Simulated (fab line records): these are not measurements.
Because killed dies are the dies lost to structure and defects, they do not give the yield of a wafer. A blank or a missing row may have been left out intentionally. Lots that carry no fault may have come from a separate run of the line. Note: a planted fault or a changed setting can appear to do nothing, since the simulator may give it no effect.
fab line records + flow sfq_line
record
- lots=5
- wafers=15
- last_day=86
route steps=325 shown L0@4 L0V@16 M0@28
lots that met no fault: taken from a fault-free run of the same line
start_h: hours from the record's opening day to when the first of the lot's shown wafers began + wait_h: hours elapsed since this lot's preceding step + " as in the row above + L1.1+2: one row covering several wafers at once + - no value present, or no start provided + * or withheld: withheld + < > ~ a bound
route shown NAME@n: NAME is a module with steps in the file, n the number in the route of the first one + usual: mean/standard deviation taken from wafers without a fault + same: alike in all rows + chamber/n: place in a boat + sites: each site's reading + _std_site: the values' standard deviation + _edge_site: inner sites' mean taken away from outer sites' mean + radius_mm: for every site, how far away it sits from the centre of the wafer + mask NAME#n: copy n + behind: the tool/chamber that last shaped the wafer + hold: reason for holding the lot/hours on hold/outcome of the hold + device: transistor that didn't switch, given as n, p or np + end of line: the same wafers' tests at the end of the route + a step given without rows: its recipe and nothing more + killed: the dies lost at the first sort to structure and to defects; this is not the yield of the wafer + map: dies across one wafer; x = killed, . = not, _ = none there
set.NAME: the run value of the setting; set.NAME@STEP: its run value at that earlier step + model.NAME: the simulator's own value behind a step, which no gauge read
a table for each step, a row for each wafer; lots at some steps of the route
services: from which hour (start_h, from the record's first day; less than 0 if before it) a tool's chamber was out of use, for how many hours, and why
## steps
# step SFQ_L0_RS_MEAS_901
# recipe
- thk_meas_gauge=four-point-probe
- reads=MoNx_KI_of_TRILAYER_L0_DEP_SPUTTER_003
# usual
- L0_MONX_KI_RS=43.5/0.49
| lot.wafer | tool          | chamber | start_h | wait_h | L0_MONX_KI_RS[ohm/sq] |
|-----------|---------------|---------|---------|--------|-----------------------|
| L307.1    | film_metro-03 | -       | 12.56   | 0.0    | 43.4                  |
| L307.3    | "             | -       | "       | "      | 43.2                  |
| L307.6    | "             | -       | "       | "      | 43.6                  |
| L308.1    | film_metro-01 | -       | 17.56   | 0.0    | 43.3                  |
| L308.2    | "             | -       | "       | "      | 43.6                  |
| L308.5    | "             | -       | "       | "      | 43.1                  |
| L312.1    | film_metro-04 | -       | 37.56   | 0.0    | 43.5                  |
| L312.2    | "             | -       | "       | "      | 43.5                  |
| L312.3    | "             | -       | "       | "      | 44.5                  |
| L313.3    | film_metro-04 | -       | 42.60   | 0.1    | 44.2                  |
| L313.4    | "             | -       | "       | "      | 43.7                  |
| L313.5    | "             | -       | "       | "      | 43.8                  |
| L328.2    | film_metro-03 | -       | 117.58  | 0.1    | 43.7                  |
| L328.5    | "             | -       | "       | "      | 43.3                  |
| L328.6    | "             | -       | "       | "      | 43.3                  |
# step SFQ_L0_THK_MEAS_902
# recipe
- thk_meas_gauge=xrf
- reads=MoNx_KI_of_TRILAYER_L0_DEP_SPUTTER_003
# usual
- L0_MONX_KI_THK=39.6/0.51
| lot.wafer | tool          | chamber | start_h | wait_h | L0_MONX_KI_THK[nm] |
|-----------|---------------|---------|---------|--------|--------------------|
| L307.1    | film_metro-03 | -       | 12.68   | 0.1    | 39.1               |
| L307.3    | "             | -       | "       | "      | 39.6               |
| L307.6    | "             | -       | "       | "      | 38.9               |
| L308.1    | film_metro-01 | -       | 17.68   | 0.1    | 39.3               |
| L308.2    | "             | -       | "       | "      | 39.2               |
| L308.5    | "             | -       | "       | "      | 39.4               |
| L312.1    | film_metro-04 | -       | 37.68   | 0.1    | 39.8               |
| L312.2    | "             | -       | "       | "      | 39.7               |
| L312.3    | "             | -       | "       | "      | 38.7               |
| L313.3    | film_metro-04 | -       | 42.70   | 0.1    | 39.0               |
| L313.4    | "             | -       | "       | "      | 39.5               |
| L313.5    | "             | -       | "       | "      | 39.5               |
| L328.2    | film_metro-03 | -       | 117.69  | 0.1    | 39.2               |
| L328.5    | "             | -       | "       | "      | 39.5               |
| L328.6    | "             | -       | "       | "      | 39.5               |
# step SFQ_TRILAYER_L0_LITHO_COAT_010
# recipe
- resist=BARC
- spin_rpm=3000
- resist_thk_nm=62
# step SFQ_TRILAYER_L0_LITHO_COAT_005
# recipe
- resist=KrF
- spin_rpm=3000
- resist_thk_nm=594.7
# step SFQ_TRILAYER_L0_LITHO_SOFTBAKE_009
# recipe
- temp_c=withheld
- time_s=withheld
- resist=KrF
# step SFQ_TRILAYER_L0_LITHO_EXPOSE_006
# recipe
- mask_id=L0
- na=0.6
- source_shape=conventional
- sigma_outer=0.65
- target_cd_nm=2000
- dose_mj=14.4
# step SFQ_TRILAYER_L0_LITHO_PEB_008
# recipe
- peb_temp_c=115
- peb_time_s=60
- resist=KrF
# step SFQ_TRILAYER_L0_LITHO_DEVELOP_007
# recipe
- time_s=60
- resist=KrF
# step SFQ_TRILAYER_L0_BARC_OPEN_METAL_ETCH_010
# recipe
- mask_material=PR
- chemistry=O2
- target_depth_nm=125
- target=BARC
- icp_w=600
- bias_w=80
- pressure_mtorr=10
- time_s=41.7
# usual
- drypump_motor_current_A=5.6/0.49
- oes_product_au=0.685/0.0044
- rf_fwd_power_W=592.9/2.1
| lot.wafer | tool         | chamber | start_h | wait_h | drypump_motor_current_A | oes_product_au | rf_fwd_power_W | rf_hours_counter_h |
|-----------|--------------|---------|---------|--------|-------------------------|----------------|----------------|--------------------|
| L307.1    | rie_metal-04 | 1       | 57.21   | 0.1    | 5.7                     | 0.688          | 589.6          | 205                |
| L307.3    | "            | 1       | "       | "      | 5.8                     | 0.679          | 591.6          | -                  |
| L307.6    | "            | 1       | "       | "      | 5.8                     | 0.686          | 589.6          | -                  |
| L308.1    | rie_metal-01 | 1       | 63.43   | 0.1    | 6.2                     | 0.676          | 592.9          | 199                |
| L308.2    | "            | 0       | "       | "      | 5.3                     | 0.689          | 592.2          | 32                 |
| L308.5    | "            | 1       | "       | "      | 6.2                     | 0.682          | 592.5          | -                  |
| L312.1    | rie_metal-01 | 1       | 92.01   | 0.1    | 6.2                     | 0.684          | 592.1          | 205                |
| L312.2    | "            | 0       | "       | "      | 5.3                     | 0.684          | 593.9          | 38                 |
| L312.3    | "            | 0       | "       | "      | 5.3                     | 0.689          | 594.9          | -                  |
| L313.3    | rie_metal-04 | 1       | 99.33   | 0.1    | 5.8                     | 0.681          | 589.8          | -                  |
| L313.4    | "            | 0       | "       | "      | 4.8                     | 0.681          | 596.0          | -                  |
| L313.5    | "            | 1       | "       | "      | 5.8                     | 0.683          | 590.9          | -                  |
| L328.2    | rie_metal-01 | 0       | 207.52  | 0.1    | 5.3                     | 0.686          | 592.3          | 59                 |
| L328.5    | "            | 0       | "       | "      | 5.3                     | 0.681          | 589.8          | -                  |
| L328.6    | "            | 1       | "       | "      | 6.2                     | 0.679          | 592.3          | -                  |
# step SFQ_TRILAYER_L0_ETCH_METAL_ETCH_008
# recipe
- target=MoNx_KI
- stop_on=SiO2
- mask_material=PR
- chemistry=SF6/O2
- target_depth_nm=50
- icp_w=600
- bias_w=80
- pressure_mtorr=10
- time_s=25
# usual
- drypump_motor_current_A=5.6/0.48
- oes_product_au=0.874/0.0071
- rf_fwd_power_W=590.8/2
| lot.wafer | tool         | chamber | start_h | wait_h | drypump_motor_current_A | oes_product_au | rf_fwd_power_W | rf_hours_counter_h |
|-----------|--------------|---------|---------|--------|-------------------------|----------------|----------------|--------------------|
| L307.1    | rie_metal-04 | 1       | 57.33   | 0.1    | 5.9                     | 0.886          | 587.3          | 205                |
| L307.3    | "            | 1       | "       | "      | 5.8                     | 0.878          | 586.7          | -                  |
| L307.6    | "            | 1       | "       | "      | 5.8                     | 0.882          | 590.9          | -                  |
| L308.1    | rie_metal-01 | 1       | 63.49   | 0.0    | 6.2                     | 0.876          | 589.6          | 199                |
| L308.2    | "            | 0       | "       | "      | 5.3                     | 0.871          | 590.1          | 32                 |
| L308.5    | "            | 1       | "       | "      | 6.2                     | 0.881          | 588.9          | -                  |
| L312.1    | rie_metal-01 | 1       | 92.07   | 0.0    | 6.2                     | 0.870          | 589.4          | 205                |
| L312.2    | "            | 0       | "       | "      | 5.3                     | 0.869          | 591.6          | 39                 |
| L312.3    | "            | 0       | "       | "      | 5.3                     | 0.867          | 590.7          | -                  |
| L313.3    | rie_metal-04 | 1       | 99.39   | 0.0    | 5.8                     | 0.867          | 589.8          | -                  |
| L313.4    | "            | 0       | "       | "      | 4.8                     | 0.872          | 592.5          | -                  |
| L313.5    | "            | 1       | "       | "      | 5.8                     | 0.877          | 588.7          | -                  |
| L328.2    | rie_metal-01 | 0       | 207.58  | 0.0    | 5.3                     | 0.865          | 585.0          | 59                 |
| L328.5    | "            | 0       | "       | "      | 5.3                     | 0.875          | 586.8          | -                  |
| L328.6    | "            | 1       | "       | "      | 6.2                     | 0.866          | 589.4          | -                  |
# step SFQ_TRILAYER_L0_STRIP_STRIP_009
# recipe
- gas=O2
- power_w=200
- platen_temp_c=40
- overash_fraction=0.65
- chemistry=O2
- pressure_mtorr=50
# usual
- drypump_motor_current_A=5.6/0.49
- oes_product_au=1.002/0.0067
# same
- overash_fraction=0.65
| lot.wafer | tool         | chamber | start_h | wait_h | drypump_motor_current_A | oes_product_au | rf_hours_counter_h |
|-----------|--------------|---------|---------|--------|-------------------------|----------------|--------------------|
| L307.1    | rie_metal-04 | 1       | 57.43   | 0.1    | 5.8                     | 1.006          | 205                |
| L307.3    | "            | 1       | "       | "      | 5.8                     | 0.999          | -                  |
| L307.6    | "            | 1       | "       | "      | 5.8                     | 1.009          | -                  |
| L308.1    | rie_metal-01 | 1       | 63.53   | 0.0    | 6.2                     | 1.004          | 199                |
| L308.2    | "            | 0       | "       | "      | 5.3                     | 1.002          | 32                 |
| L308.5    | "            | 1       | "       | "      | 6.2                     | 1.003          | -                  |
| L312.1    | rie_metal-01 | 1       | 92.12   | 0.0    | 6.2                     | 0.995          | 205                |
| L312.2    | "            | 0       | "       | "      | 5.3                     | 0.999          | 39                 |
| L312.3    | "            | 0       | "       | "      | 5.3                     | 0.997          | -                  |
| L313.3    | rie_metal-04 | 1       | 99.62   | 0.2    | 5.7                     | 0.999          | -                  |
| L313.4    | "            | 0       | "       | "      | 4.8                     | 1.004          | -                  |
| L313.5    | "            | 1       | "       | "      | 5.7                     | 0.999          | -                  |
| L328.2    | rie_metal-01 | 0       | 207.62  | 0.0    | 5.3                     | 0.988          | 60                 |
| L328.5    | "            | 0       | "       | "      | 5.3                     | 0.996          | -                  |
| L328.6    | "            | 1       | "       | "      | 6.2                     | 1.004          | -                  |
# step SFQ_TRILAYER_L0_STRIP_SOLV_CLEAN_010
# recipe
- chemistry=NMP
- temp_c=70
- time_s=600
# step SFQ_TRILAYER_L0_CAP_PECVD_011
# recipe
- material=SiO2
- temp_c=150
- time_s=13.333
- pressure_torr=2.4
- rf_w=183.3
- precursor=SiH4/N2O
- target_thk_nm=60
# usual
- heater_power_outer_w=26/6.3
- heater_power_w=78/9.3
- rf_fwd_power_W=180.1/1.1
- susceptor_temp_C=150.01/0.14
- throttle_valve_pct=24.4/0.86
| lot.wafer | tool     | chamber | start_h | wait_h | heater_power_outer_w | heater_power_w | rf_fwd_power_W | susceptor_temp_C | throttle_valve_pct | model.SiO2_of_TRILAYER_L0_CAP_PECVD_011.thk_nm |
|-----------|----------|---------|---------|--------|----------------------|----------------|----------------|------------------|--------------------|------------------------------------------------|
| L307.1    | pecvd-02 | 2       | 58.80   | 0.0    | 26                   | 79             | 179.5          | 150.05           | 24.6               | 59.39                                          |
| L307.3    | "        | 1       | "       | "      | 28                   | 85             | 178.7          | 149.79           | 24.1               | 60.66                                          |
| L307.6    | "        | 1       | "       | "      | 30                   | 83             | 178.9          | 150.05           | 23.8               | 61.63                                          |
| L308.1    | pecvd-04 | 1       | 64.31   | 0.0    | 17                   | 70             | 180.7          | 149.69           | 25.4               | 61.09                                          |
| L308.2    | "        | 0       | "       | "      | 19                   | 65             | 180.8          | 149.95           | 25.6               | 60.4                                           |
| L308.5    | "        | 1       | "       | "      | 17                   | 73             | 181.5          | 149.98           | 25.5               | 61.66                                          |
| L312.1    | pecvd-02 | 2       | 92.89   | 0.0    | 32                   | 87             | 179.8          | 150.25           | 24.9               | 58.21                                          |
| L312.2    | "        | 0       | "       | "      | 21                   | 68             | 180.2          | 149.78           | 23.4               | 58.63                                          |
| L312.3    | "        | 1       | "       | "      | 27                   | 80             | 178.6          | 149.96           | 23.8               | 59.16                                          |
| L313.3    | pecvd-02 | 0       | 100.19  | 0.0    | 21                   | 68             | 181.1          | 149.88           | 23.6               | 58.92                                          |
| L313.4    | "        | 2       | "       | "      | 30                   | 81             | 180.3          | 149.86           | 24.5               | 59.95                                          |
| L313.5    | "        | 0       | "       | "      | 21                   | 68             | 180.5          | 150.11           | 23.6               | 60.81                                          |
| L328.2    | pecvd-04 | 1       | 208.40  | 0.0    | 24                   | 80             | 180.5          | 150.31           | 25.9               | 60.15                                          |
| L328.5    | "        | 1       | "       | "      | 24                   | 82             | 180.8          | 150.14           | 25.7               | 61.37                                          |
| L328.6    | "        | 0       | "       | "      | 14                   | 57             | 180.7          | 149.89           | 25.9               | 58.68                                          |
# step SFQ_TRILAYER_L0_VIA_LITHO_COAT_018
# recipe
- resist=BARC
- spin_rpm=3000
- resist_thk_nm=62.55
# step SFQ_TRILAYER_L0_VIA_LITHO_COAT_013
# recipe
- resist=KrF
- spin_rpm=3000
- resist_thk_nm=650
# step SFQ_TRILAYER_L0_VIA_LITHO_SOFTBAKE_017
# recipe
- temp_c=withheld
- time_s=withheld
- resist=KrF
# step SFQ_TRILAYER_L0_VIA_LITHO_EXPOSE_014
# recipe
- mask_id=L0V
- na=0.6
- source_shape=conventional
- sigma_outer=0.65
- target_cd_nm=700
- dose_mj=21.3
# step SFQ_TRILAYER_L0_VIA_LITHO_PEB_016
# recipe
- peb_temp_c=115
- peb_time_s=60
- resist=KrF
# step SFQ_TRILAYER_L0_VIA_LITHO_DEVELOP_015
# recipe
- time_s=60
- resist=KrF
# step SFQ_L0V_OVL_MEAS_903
# usual
- L0V_OVL=-2/4.7
| lot.wafer | tool       | chamber | start_h | wait_h | L0V_OVL[nm] |
|-----------|------------|---------|---------|--------|-------------|
| L307.1    | overlay-02 | -       | 122.11  | 0.1    | -5          |
| L307.3    | "          | -       | "       | "      | 1           |
| L307.6    | "          | -       | "       | "      | -4          |
| L308.1    | overlay-02 | -       | 132.27  | 0.1    | -5          |
| L308.2    | "          | -       | "       | "      | -3          |
| L308.5    | "          | -       | "       | "      | -6          |
| L312.1    | overlay-01 | -       | 169.15  | 0.1    | 0           |
| L312.2    | "          | -       | "       | "      | -5          |
| L312.3    | "          | -       | "       | "      | -1          |
| L313.3    | overlay-01 | -       | 183.53  | 0.1    | 3           |
| L313.4    | "          | -       | "       | "      | -2          |
| L313.5    | "          | -       | "       | "      | 3           |
| L328.2    | overlay-01 | -       | 263.22  | 0.1    | -2          |
| L328.5    | "          | -       | "       | "      | 2           |
| L328.6    | "          | -       | "       | "      | -6          |
# step SFQ_TRILAYER_L0_VIA_BARC_OPEN_VIA_ETCH_021
# recipe
- mask_material=PR
- chemistry=O2
- target_depth_nm=125
- target=BARC
- source_w=500
- bias_w=80
- pressure_mtorr=30
- time_s=41.7
# usual
- drypump_motor_current_A=5.8/0.51
- oes_product_au=0.688/0.0046
- rf_fwd_power_W=495.0/2.2
| lot.wafer | tool        | chamber | start_h | wait_h | drypump_motor_current_A | oes_product_au | rf_fwd_power_W | rf_hours_counter_h |
|-----------|-------------|---------|---------|--------|-------------------------|----------------|----------------|--------------------|
| L307.1    | rie_diel-02 | 2       | 122.15  | 0.0    | 5.0                     | 0.692          | 495.6          | 54                 |
| L307.3    | "           | 0       | "       | "      | 5.9                     | 0.688          | 492.9          | 44                 |
| L307.6    | "           | 3       | "       | "      | 5.6                     | 0.690          | 494.8          | -                  |
| L308.1    | rie_diel-04 | 3       | 132.31  | 0.0    | 5.9                     | 0.676          | 497.4          | 91                 |
| L308.2    | "           | 1       | "       | "      | 5.5                     | 0.692          | 494.7          | 67                 |
| L308.5    | "           | 1       | "       | "      | 5.5                     | 0.685          | 494.8          | -                  |
| L312.1    | rie_diel-02 | 2       | 169.18  | 0.0    | 5.0                     | 0.682          | 493.8          | 55                 |
| L312.2    | "           | 0       | "       | "      | 5.9                     | 0.692          | 491.8          | 45                 |
| L312.3    | "           | 1       | "       | "      | 6.4                     | 0.692          | 496.9          | 132                |
| L313.3    | rie_diel-02 | 3       | 183.55  | 0.0    | 5.6                     | 0.693          | 494.1          | 3                  |
| L313.4    | "           | 2       | "       | "      | 5.0                     | 0.703          | 496.4          | 55                 |
| L313.5    | "           | 2       | "       | "      | 5.0                     | 0.684          | 495.6          | -                  |
| L328.2    | rie_diel-02 | 2       | 263.25  | 0.0    | 5.0                     | 0.680          | 497.1          | 56                 |
| L328.5    | "           | 1       | "       | "      | 6.4                     | 0.686          | 494.3          | -                  |
| L328.6    | "           | 2       | "       | "      | 5.0                     | 0.697          | 494.8          | -                  |
# step SFQ_TRILAYER_L0_VIA_ETCH_VIA_ETCH_016
# recipe
- target=SiO2
- stop_on=MoNx_KI
- mask_material=PR
- chemistry=CHF3
- target_depth_nm=80
- source_w=500
- bias_w=80
- pressure_mtorr=30
- time_s=withheld
# usual
- drypump_motor_current_A=5.8/0.51
- oes_product_au=0.845/0.0074
- rf_fwd_power_W=495.4/2.1
| lot.wafer | tool        | chamber | start_h | wait_h | drypump_motor_current_A | oes_product_au | rf_fwd_power_W | model.L0V.feature_depth_nm | model.etch.depth_nm |
|-----------|-------------|---------|---------|--------|-------------------------|----------------|----------------|----------------------------|---------------------|
| L307.1    | rie_diel-02 | 2       | 122.19  | 0.0    | 5.0                     | 0.845          | 499.1          | 59.39                      | 59.39               |
| L307.3    | "           | 0       | "       | "      | 5.9                     | 0.849          | 496.0          | 60.66                      | 60.66               |
| L307.6    | "           | 3       | "       | "      | 5.6                     | 0.857          | 496.0          | 61.63                      | 61.63               |
| L308.1    | rie_diel-04 | 3       | 132.35  | 0.0    | 5.9                     | 0.856          | 497.3          | 61.09                      | 61.09               |
| L308.2    | "           | 1       | "       | "      | 5.4                     | 0.846          | 497.7          | 60.4                       | 60.4                |
| L308.5    | "           | 1       | "       | "      | 5.4                     | 0.851          | 497.8          | 61.66                      | 61.66               |
| L312.1    | rie_diel-02 | 2       | 169.22  | 0.0    | 5.0                     | 0.833          | 494.7          | 58.21                      | 58.21               |
| L312.2    | "           | 0       | "       | "      | 5.9                     | 0.828          | 494.3          | 58.63                      | 58.63               |
| L312.3    | "           | 1       | "       | "      | 6.4                     | 0.836          | 494.1          | 59.16                      | 59.16               |
| L313.3    | rie_diel-02 | 3       | 183.59  | 0.0    | 5.6                     | 0.840          | 497.6          | 58.92                      | 58.92               |
| L313.4    | "           | 2       | "       | "      | 5.0                     | 0.849          | 499.3          | 59.95                      | 59.95               |
| L313.5    | "           | 2       | "       | "      | 5.0                     | 0.850          | 498.8          | 60.81                      | 60.81               |
| L328.2    | rie_diel-02 | 2       | 263.29  | 0.0    | 5.0                     | 0.840          | 493.2          | 60.15                      | 60.15               |
| L328.5    | "           | 1       | "       | "      | 6.4                     | 0.860          | 497.1          | 61.37                      | 61.37               |
| L328.6    | "           | 2       | "       | "      | 5.0                     | 0.831          | 494.3          | 58.68                      | 58.68               |
# step SFQ_TRILAYER_L0_VIA_STRIP_STRIP_017
# recipe
- gas=O2
- power_w=200
- platen_temp_c=40
- overash_fraction=0.65
- chemistry=O2
- pressure_mtorr=50
# usual
- drypump_motor_current_A=5.9/0.65
- oes_product_au=1.000/0.0063
# same
- overash_fraction=0.65
| lot.wafer | tool         | chamber | start_h | wait_h | drypump_motor_current_A | oes_product_au | rf_hours_counter_h |
|-----------|--------------|---------|---------|--------|-------------------------|----------------|--------------------|
| L307.1    | rie_metal-03 | 0       | 122.24  | -      | 6.7                     | 1.014          | 96                 |
| L307.3    | "            | 1       | "       | "      | 6.1                     | 1.002          | -                  |
| L307.6    | "            | 0       | "       | "      | 6.6                     | 0.998          | -                  |
| L308.1    | rie_metal-03 | 0       | 132.39  | -      | 6.6                     | 0.997          | 98                 |
| L308.2    | "            | 1       | "       | "      | 6.1                     | 1.002          | 120                |
| L308.5    | "            | 0       | "       | "      | 6.6                     | 0.998          | -                  |
| L312.1    | rie_metal-04 | 0       | 169.27  | -      | 4.8                     | 1.002          | 20                 |
| L312.2    | "            | 1       | "       | "      | 5.8                     | 1.000          | 15                 |
| L312.3    | "            | 0       | "       | "      | 4.8                     | 0.999          | -                  |
| L313.3    | rie_metal-03 | 0       | 184.04  | -      | 6.6                     | 0.996          | -                  |
| L313.4    | "            | 0       | "       | "      | 6.6                     | 1.001          | -                  |
| L313.5    | "            | 0       | "       | "      | 6.6                     | 0.996          | -                  |
| L328.2    | rie_metal-04 | 0       | 263.34  | -      | 4.8                     | 1.004          | 35                 |
| L328.5    | "            | 0       | "       | "      | 4.8                     | 0.993          | -                  |
| L328.6    | "            | 1       | "       | "      | 5.8                     | 1.007          | -                  |
# step SFQ_TRILAYER_L0_VIA_STRIP_SOLV_CLEAN_018
# recipe
- chemistry=NMP
- temp_c=70
- time_s=600
# step SFQ_TRILAYER_M0_DEP_PRE_CLEAN_020
# recipe
- gas=Ar
- time_s=15
- bias_v=250
| lot.wafer | tool           | chamber | start_h | wait_h | model.SiO2_of_TRILAYER_L0_CAP_PECVD_011.thk_nm |
|-----------|----------------|---------|---------|--------|------------------------------------------------|
| L307.1    | pvd_sputter-03 | -       | 123.01  | 0.0    | 54.39                                          |
| L307.3    | "              | -       | "       | "      | 55.66                                          |
| L307.6    | "              | -       | "       | "      | 56.63                                          |
| L308.1    | pvd_sputter-06 | -       | 133.17  | 0.0    | 56.09                                          |
| L308.2    | "              | -       | "       | "      | 55.4                                           |
| L308.5    | "              | -       | "       | "      | 56.67                                          |
| L312.1    | pvd_sputter-06 | -       | 170.05  | 0.0    | 53.21                                          |
| L312.2    | "              | -       | "       | "      | 53.63                                          |
| L312.3    | "              | -       | "       | "      | 54.16                                          |
| L313.3    | pvd_sputter-06 | -       | 185.01  | 0.0    | 53.92                                          |
| L313.4    | "              | -       | "       | "      | 54.95                                          |
| L313.5    | "              | -       | "       | "      | 55.81                                          |
| L328.2    | pvd_sputter-05 | -       | 264.12  | 0.0    | 55.15                                          |
| L328.5    | "              | -       | "       | "      | 56.37                                          |
| L328.6    | "              | -       | "       | "      | 53.68                                          |
# step SFQ_TRILAYER_M0_DEP_SPUTTER_019
# recipe
- material=Nb
- base_pressure_pa=1.33e-06
- chamber_pressure_pa=0.1333
- substrate_temp_c=20
- resputter_cathode_voltage_v=400
- target_thk_nm=200
- power_w=2000
- time_s=133.3
## services
| tool           | chamber | start_h | hours | kind                          |
|----------------|---------|---------|-------|-------------------------------|
| rie_metal-01   | 1       | 36.98   | 4.4   | repair                        |
| rie_metal-03   | -       | 38.36   | 2.8   | pm                            |
| rie_metal-01   | 0       | 57.73   | 3.2   | repair                        |
| pecvd-02       | 0       | 62.02   | 17.9  | repair                        |
| pvd_sputter-03 | -       | 71.23   | 0.7   | repair                        |
| rie_diel-04    | 3       | 73.79   | 16.5  | repair                        |
| rie_diel-04    | 1       | 85.63   | 4.8   | repair                        |
| rie_metal-01   | -       | 102.58  | 0.2   | repair                        |
| rie_metal-01   | 0       | 115.72  | 2.1   | repair                        |
| rie_metal-01   | 1       | 118.92  | -     | clean                         |
| rie_metal-01   | 1       | 118.92  | -     | consumable_replace:focus_ring |
| pecvd-04       | -       | 155.76  | 2.8   | pm                            |
| pecvd-04       | 0       | 158.67  | 3.9   | repair                        |
| rie_diel-02    | 0       | 159.02  | 4.1   | repair                        |
| pvd_sputter-03 | -       | 165.58  | 0.6   | repair                        |
| rie_metal-03   | 1       | 173.33  | 59.0  | repair                        |
| pecvd-02       | 2       | 188.12  | 16.3  | repair                        |
| pvd_sputter-06 | -       | 194.86  | 4.5   | repair                        |
| rie_diel-04    | -       | 222.04  | 1.0   | repair                        |
| rie_metal-04   | -       | 230.58  | 2.8   | pm                            |
| rie_metal-01   | -       | 243.20  | 1.4   | pm                            |
| rie_diel-04    | 0       | 247.23  | 18.1  | repair                        |
| pvd_sputter-03 | -       | 254.51  | 1.5   | repair                        |
| pecvd-04       | 0       | 262.44  | 19.9  | repair                        |
## key
first_sign none at tools or gauges
model_effect
- step=SFQ_TRILAYER_L0_CAP_PECVD_011
- value=SiO2_of_TRILAYER_L0_CAP_PECVD_011.thk_nm
- without=61.27
- struck=58.68
model_effect
- step=SFQ_TRILAYER_L0_VIA_ETCH_VIA_ETCH_016
- value=L0V.feature_depth_nm
- without=61.27
- struck=58.68
model_effect
- step=SFQ_TRILAYER_M0_DEP_PRE_CLEAN_020
- value=SiO2_of_TRILAYER_L0_CAP_PECVD_011.thk_nm
- without=56.27
- struck=53.68
met_at SFQ_TRILAYER_L0_CAP_PECVD_011
struck_wafers L328.6
onset_between 64.31 208.40
fault
- kind=process_parameter_drift
- tool=pecvd-04
- chamber=0
- onset_h=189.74
- steps=SFQ_TRILAYER_L0_CAP_PECVD_011
- channel=target_thk_nm
- offset=-2.5665
- shape=step
- end_h=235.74
- acts_in=these_recipes_only
- stated=60
